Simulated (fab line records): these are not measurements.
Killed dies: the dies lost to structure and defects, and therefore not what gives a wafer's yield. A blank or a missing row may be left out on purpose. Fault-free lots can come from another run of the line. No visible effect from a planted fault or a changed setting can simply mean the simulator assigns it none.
A struck lot beside a sound one + flow sky130 + 17 out of 708 route steps
Sound: the wafers L210.1, L210.3, L210.6. Wafers L229.3, L229.5, L229.6 were the ones struck. At the end, the cause is stated.
Order at every step that has rows: each side's tool, ch and its chambers, its first start. Under that, the readings that differ: sound wafers + struck wafers + difference of the means + sigmas: that difference in standard deviations of wafers without a fault.
alike: a reading whose means differ by less than 2 such deviations, as well as words and numbers matching on both sides. not compared: withheld readings; readings where some wafer has no value; bounds like >300 that might hide an equal value; numbers whose values overlap and for which the record gives no deviation.
The two part at a step that has a row with sigmas, a row that says differs or no value, or rows on one side only. Non-overlapping numbers with no deviation appear without sigmas and do not part them. Lack of a reading on every wafer of one side parts them only where that side has two or more wafers.

SKY_VT_ADJUST_HVTR_OVL_MEAS_08:
  sound on overlay-01, day 9 22:07; struck on overlay-02, day 15 18:16
  alike: VT_ADJUST_HVTR_OVL
next, for these wafers, 1 step has no rows: SKY_VT_ADJUST_HVTR_IMPLANT_09.
SKY_VT_ADJUST_HVTR_STRIP_10: strips in O2/N2.
  sound on plasma_asher-01 ch 0, day 9 22:19; struck on plasma_asher-01 ch 0,1, day 15 18:28
  alike: drypump_motor_current_A, oes_product_au, strip_time_to_endpoint_s
  not compared: rf_hours_counter_h
SKY_VT_ADJUST_HVTR_TW_MEAS_11:
  sound on film_metro-02, day 9 22:25; struck on film_metro-01, day 15 18:34
  alike: VT_ADJUST_HVTR_TW
then, 7 steps without rows for these wafers: SKY_VT_ADJUST_PCH_DEHYDRATE_00 (time 60 s); SKY_VT_ADJUST_PCH_HMDS_01 (prime time 60 s); SKY_VT_ADJUST_PCH_COAT_02 (resist thk 3000 nm); SKY_VT_ADJUST_PCH_SOFTBAKE_03; SKY_VT_ADJUST_PCH_EXPOSE_04 (exposes mask NWM, target cd 840 nm); SKY_VT_ADJUST_PCH_PEB_05; SKY_VT_ADJUST_PCH_DEVELOP_06 (develop time 60 s).
SKY_VT_ADJUST_PCH_OVL_MEAS_07:
  sound on overlay-01, day 10 20:48; struck on overlay-01, day 16 21:56
  alike: VT_ADJUST_PCH_OVL
SKY_VT_ADJUST_PCH_IMPLANT_08:
  sound on implanter-04 ch 0, day 10 20:50; struck on implanter-04 ch 0, day 16 22:19
SKY_VT_ADJUST_PCH_STRIP_09: strips in O2/N2.
  sound on plasma_asher-02 ch 0,1, day 10 20:59; struck on plasma_asher-03 ch 0,1, day 16 22:27
  alike: drypump_motor_current_A, oes_product_au, strip_time_to_endpoint_s
  not compared: rf_hours_counter_h
SKY_VT_ADJUST_PCH_TW_MEAS_10:
  sound on film_metro-01, day 10 21:05; struck on film_metro-04, day 16 22:32
| reading          | sound             | struck            | difference | sigmas |
|------------------|-------------------|-------------------|------------|--------|
| VT_ADJUST_PCH_TW | 140.7 140.9 140.9 | 173.2 173.5 173.3 | +32.5      | +22    |
then, 1 step without rows for these wafers: SKY_SONOS_TUNNEL_DEHYDRATE_00 (time 60 s).
-- here the record skips 34 days between the struck wafers' starts before and after, leaving off in module SONOS_TUNNEL and picking up in module PAD_OPEN (first step shown: number 708 of the route) --
SKY_PAD_OPEN_PROBE_99:
  sound on prober-01, day 46 19:34; struck on prober-02, day 50 18:17
| reading                                | sound                        | struck                        | difference | sigmas |
|----------------------------------------|------------------------------|-------------------------------|------------|--------|
| model.etest.nfet_16v.r_on_ohm_um       | 1.405e+04 1.41e+04 1.413e+04 | 1.497e+04 1.501e+04 1.494e+04 | +8.800e+02 |        |
| model.etest.pfet_g5v0d10v5.r_on_ohm_um | 4799 4897 4822               | 4488 4515 4437                | -359       |        |
| model.etest.tip_p.rs_ohm_sq            | 6994 6907 6954               | 6763 6706 6706                | -227       |        |
| model.etest.pfet_g5v0d10v5.drive_ua_um | 343.6 334.8 339.9            | 369.5 362 368.3               | +27.2      |        |
| model.etest.pfet_01v8_lvt.drive_ua_um  | 173 171.4 172.6              | 193.6 188.9 194.2             | +19.9      |        |
| model.etest.pfet_01v8.drive_ua_um      | 182.4 179.3 182.8            | 204.2 200.8 208.8             | +23.1      |        |
| model.etest.pfet_01v8_mvt.drive_ua_um  | 143.7 142.6 145              | 163.1 160.3 164.7             | +18.9      |        |
  alike: killed_at_M0_to_M3, killed_at_M4_up, killed_at_contacts, killed_at_front_end, killed_at_other, killed_dies, killed_open, killed_short
  not compared: model.etest.tip_p_5v.rs_ohm_sq

WHERE THEY PART
SKY_VT_ADJUST_PCH_TW_MEAS_10 only, going by this record. Later steps at which nothing parts them and some readings are alike: SKY_PAD_OPEN_PROBE_99.

WHY: whatever the simulator had introduced
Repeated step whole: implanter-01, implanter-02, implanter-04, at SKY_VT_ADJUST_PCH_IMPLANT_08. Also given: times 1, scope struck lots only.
